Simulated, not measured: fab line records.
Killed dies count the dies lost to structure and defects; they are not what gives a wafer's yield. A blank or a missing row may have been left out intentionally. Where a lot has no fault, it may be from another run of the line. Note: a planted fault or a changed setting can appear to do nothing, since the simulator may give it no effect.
8D (eight disciplines) problem report, filled in by code | flow sky130 | the parts of the form that need people (team, actions taken, sign-off) are left out

== 1. WHAT WENT WRONG ==
POLY_GATE_CVD_00_THK at SKY_POLY_GATE_THK_MEAS_01 reads a mean of 190.0 nm on 3 wafers of 1 lot; wafers without a fault read 180.6 nm with a standard deviation of 1.7. That puts it +5.5 standard deviations away from the usual mean.
Earliest sighting: wafer L563.1 on film-metro-02 at day 18 06:34. The record holds 39 wafers of 13 lots with a number at this step. Rule for "out", or "out of limits": more than 4 standard deviations from the usual mean. The rest of the wafers with a number are treated as sound.

== 2. WHAT IT IS, WHAT IT ISN'T ==
question                    | is                     | is not
which readings at this step | POLY_GATE_CVD_00_THK   | -
which lots                  | L563                   | L551, L552, L553, L554, L555, L556, L558, L559, L560, L572, L573, L574
which wafers of those lots  | all that have a number | -
read on which gauges        | film-metro-02          | film-metro-03, film-metro-04
when                        | from day 18 06:34      | up to then (27 sound wafers); but 9 sound wafers of L572, L573, L574 came after

== 3. THE SUSPECTS, EACH WITH WHAT RULES IT OUT ==
Counting: any tool at a process step up to the reading is kept as a suspect provided that every lot that is out went through it and no sound lot did after the first of them.
- the gauge at SKY_POLY_GATE_THK_MEAS_01: kept. All the wafers that are out were read on film-metro-02, and no step on other tools shows them out.
- rtp-anneal-02 at SKY_NWELL_RTA_28 (time 30 s): kept. It ran the lot that is out, L563 (day 8 10:28), and no sound lot after that; its last sound lot up to then is L559 (day 7 05:55).
- lpcvd-01 at SKY_POLY_GATE_CVD_00 (deposits poly-Si, target thk 180 nm, time 720 s): ruled out as a lasting fault. After its first lot that is out, L563 (day 18 05:20), sound lots L572, L573, L574 ran on it.
Left after counting: rtp-anneal-02 at SKY_NWELL_RTA_28, film-metro-02 at SKY_POLY_GATE_THK_MEAS_01.

== 4. THE CAUSE (what the simulator had put in) ==
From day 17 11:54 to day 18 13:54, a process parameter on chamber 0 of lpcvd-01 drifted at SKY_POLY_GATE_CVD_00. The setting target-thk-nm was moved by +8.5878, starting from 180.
The count ruled it out by mistake, since the rule takes a fault to strike every lot its tool runs from the start of the fault on, and this one did not do so.

== 5. THE EFFECT CHAIN, in route order ==
One row per reading whose mean, taken over the struck wafers that have a number, lies over 3 standard deviations from the usual. Only readings for which the record gives a usual standard deviation are gone through. hours: the time from each lot's start at the first step in this table that gives one to its start at this step, as a median over the lots. sigmas: the change in usual standard deviations.
hours | step                      | reading              | usual    | on struck wafers | change | sigmas
0     | SKY_POLY_GATE_THK_MEAS_01 | POLY_GATE_CVD_00_THK | 180.6 nm | 190.0            | +9.4   | +5.5
At these later measuring or inspecting steps, every struck wafer for which the step has a row has a number for every such reading, and none has moved that far: SKY_LOCAL_INTERCONNECT_THK_MEAS_02, SKY_CONTACT_THK_MEAS_03.

== 6. HOW IT WOULD HAVE BEEN CAUGHT EARLIER ==
In this record the first reading out of limits at a measuring or inspecting step was taken at day 18 06:34, 19 hours after the fault began at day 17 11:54.
Of the tool readings at SKY_POLY_GATE_CVD_00 for which the record gives a usual standard deviation, none was out on any struck wafer, so an alarm limit of 4 standard deviations on them would not have fired.
